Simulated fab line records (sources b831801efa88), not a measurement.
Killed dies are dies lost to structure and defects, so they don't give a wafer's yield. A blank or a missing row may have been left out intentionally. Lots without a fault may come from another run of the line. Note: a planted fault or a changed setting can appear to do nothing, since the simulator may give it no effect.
Comparing a struck lot with a sound one -- flow sky130 -- 43 steps out of a route of 708
Sound: the wafers L274.1, L274.2, L274.4. Struck: wafer L280.6 (left out: L280.2, L280.5 of the same lot, which were not struck); the cause appears at the end.
At each step with rows: each side's tool, then ch and its chambers, then its first start. Under that, the readings that differ: sound wafers -- struck wafers -- difference of the means -- sigmas: that difference in standard deviations of wafers without a fault.
alike: same words and numbers on both sides, and readings whose means sit less than 2 such deviations apart. not compared: any withheld reading, any reading some wafer has no value for, any bound like >300 that may hide the same value, and any number with overlapping values for which the record gives no deviation.
A row with sigmas, a row that says differs or no value, or rows on one side alone: a step with any of these is where the two part. When numbers do not overlap yet have no deviation, they are printed without sigmas and do not part them. A reading that every wafer of one side lacks parts them only if that side has two wafers or more.

first, 1 step without rows for these wafers: SKY_FIELD_ISO_CVD_03 (deposits Si3N4 from DCS/NH3, target thk 165 nm, time 2830 s).
SKY_FIELD_ISO_THK_MEAS_04:
  sound: film_metro-03 at day 1 15:44; struck: film_metro-01 at day 2 20:32
  alike: FIELD_ISO_CVD_03_THK
then, 8 steps without rows for these wafers: SKY_FIELD_ISO_DEHYDRATE_05 (time 60 s); SKY_FIELD_ISO_HMDS_06 (prime time 60 s); SKY_FIELD_ISO_COAT_07 (resist thk 60 nm); SKY_FIELD_ISO_COAT_08 (resist thk 450 nm); SKY_FIELD_ISO_SOFTBAKE_09 (time 90 s); SKY_FIELD_ISO_EXPOSE_10 (exposes mask FOM, target cd 150 nm); SKY_FIELD_ISO_PEB_11; SKY_FIELD_ISO_DEVELOP_12 (develop time 60 s).
SKY_FIELD_ISO_CD_MEAS_13 targets a cd of 150 nm.
  sound: cd_sem-01 at day 2 06:50; struck: cd_sem-01 at day 3 12:16
  alike: cd_nm
SKY_FIELD_ISO_ETCH_14: etches BARC in N2/H2, stops on SiO2, time 45.9 s, target depth 60 nm.
  sound on rie_diel-01 ch 1,2,3, day 2 06:58; struck on rie_diel-04 ch 0, day 3 12:22
  alike: drypump_motor_current_A, oes_product_au, throttle_valve_pct
  not compared: rf_hours_counter_h
SKY_FIELD_ISO_ETCH_15: etches the open film in CHF3/O2, stops on Si, target depth 180 nm, time 72 s.
  sound on rie_diel-01 ch 1,2,3, day 2 07:00; struck on rie_diel-04 ch 0, day 3 12:25
  alike: chf3_flow_sccm, drypump_motor_current_A, oes_product_au, throttle_valve_pct
  not compared: rf_hours_counter_h
SKY_FIELD_ISO_STRIP_16: strips in O2/N2.
  sound on plasma_asher-02 ch 0,1, day 2 07:04; struck on plasma_asher-04 ch 0, day 3 12:28
  alike: drypump_motor_current_A, oes_product_au, strip_time_to_endpoint_s
  not compared: rf_hours_counter_h
SKY_FIELD_ISO_ETCH_17: etches Si in HBr/Cl2/O2, target depth 342 nm, time 97.7 s.
  sound on rie_si-01 ch 0,2,3, day 2 07:10; struck on rie_si-02 ch 2, day 3 12:34
reading,sound,struck,difference,sigmas
drypump_motor_current_A (A),6.6 6.1 6.1,5.2,-1.1,-3
  alike: oes_product_au, throttle_valve_pct
  not compared: rf_hours_counter_h
then, 5 steps without rows for these wafers: SKY_FIELD_ISO_WET_ETCH_18 (etches Si3N4 in H3PO4, target depth 25 nm, time 286 s); SKY_FIELD_ISO_CLEAN_19 (cleans in SC1/SC2, time 150 s); SKY_FIELD_ISO_CLEAN_20 (cleans in dHF, time 20 s); SKY_FIELD_ISO_WET_ETCH_21 (etches SiO2 in dHF, target depth 20 nm, time 400 s); SKY_FIELD_ISO_OXIDATION_22 (stabilise 600 s, purge 300 s, target thk 10 nm).
SKY_FIELD_ISO_THK_MEAS_23:
  sound: film_metro-04 at day 2 10:03; struck: film_metro-01 at day 3 14:07
reading,sound,struck,difference,sigmas
FIELD_ISO_OXIDATION_01_THK (nm),10.20 10.09 10.23,9.84,-0.33,-2
then, 1 step without rows for these wafers: SKY_FIELD_ISO_CVD_24 (deposits SiO2, target thk 595 nm, time 99.2 s).
SKY_FIELD_ISO_THK_MEAS_25:
  sound: film_metro-03 at day 2 10:11; struck: film_metro-03 at day 3 14:15
  alike: FIELD_ISO_CVD_24_THK
then, 1 step without rows for these wafers: SKY_FIELD_ISO_ANNEAL_26 (time 1800 s).
SKY_FIELD_ISO_CMP_27: polishes, stops on Si3N4, t overpolish 16 s, target thk 457.8 nm.
  sound on cmp-01 ch 0,2,3, day 2 12:19; struck on cmp-02 ch 1, day 3 15:48
  alike: head_pressure_psi, motor_current_A, overpolish_run_s, time_to_endpoint_s
then, 5 steps without rows for these wafers: SKY_FIELD_ISO_WET_ETCH_28 (etches SiO2 in dHF, target depth 23.7 nm, time 47 s); SKY_FIELD_ISO_WET_ETCH_29 (etches Si3N4 in H3PO4, target depth 160 nm, time 1825 s); SKY_FIELD_ISO_WET_ETCH_30 (etches SiO2 in dHF, target depth 25 nm, time 50 s); SKY_NWELL_CLEAN_00 (cleans in SC1/SC2, time 150 s); SKY_NWELL_OXIDATION_01 (stabilise 600 s, purge 300 s, target thk 10 nm).
SKY_NWELL_THK_MEAS_02:
  sound: film_metro-02 at day 2 16:38; struck: film_metro-01 at day 3 18:15
  alike: NWELL_OXIDATION_THK
then, 8 steps without rows for these wafers: SKY_DNWELL_DEHYDRATE_00 (time 60 s); SKY_DNWELL_HMDS_01 (prime time 60 s); SKY_DNWELL_COAT_02 (resist thk 3000 nm); SKY_DNWELL_SOFTBAKE_03; SKY_DNWELL_EXPOSE_04 (exposes mask DNM, target cd 3000 nm); SKY_DNWELL_PEB_05; SKY_DNWELL_DEVELOP_06 (develop time 60 s); SKY_DNWELL_IMPLANT_07.
SKY_DNWELL_STRIP_08: strips in O2/N2.
  sound on plasma_asher-03 ch 0,1, day 3 07:51; struck on plasma_asher-01 ch 0, day 4 10:05
reading,sound,struck,difference,sigmas
strip_time_to_endpoint_s (s),37.10 37.09 37.07,36.85,-0.24,-2
  alike: drypump_motor_current_A, oes_product_au
  not compared: rf_hours_counter_h
SKY_DNWELL_TW_MEAS_09:
  sound: film_metro-03 at day 3 07:57; struck: film_metro-02 at day 4 10:12
  alike: DNWELL_TW
then, 1 step without rows for these wafers: SKY_PWDE_DEHYDRATE_00 (time 60 s).
-- the record jumps here: 43 days lie between the struck wafers' starts before and after (it left off in module PWDE and takes up again in module PAD_OPEN, whose first step shown is number 708 of the route) --
SKY_PAD_OPEN_PROBE_99:
  sound: prober-02 at day 45 11:59; struck: prober-02 at day 46 23:56
reading,sound,struck,difference,sigmas
killed_at_M4_up,3 6 6,1,-4,-2
killed_at_front_end,19 24 9,65,+48,+10
killed_dies,88 101 71,127,+40,+4
  alike: killed_at_M0_to_M3, killed_at_contacts, killed_at_other, killed_on_rim, killed_open, killed_short

== WHERE THEY PART ==
At SKY_FIELD_ISO_ETCH_17 first; at SKY_PAD_OPEN_PROBE_99 last (within this record only).

WHY: whatever the simulator had introduced
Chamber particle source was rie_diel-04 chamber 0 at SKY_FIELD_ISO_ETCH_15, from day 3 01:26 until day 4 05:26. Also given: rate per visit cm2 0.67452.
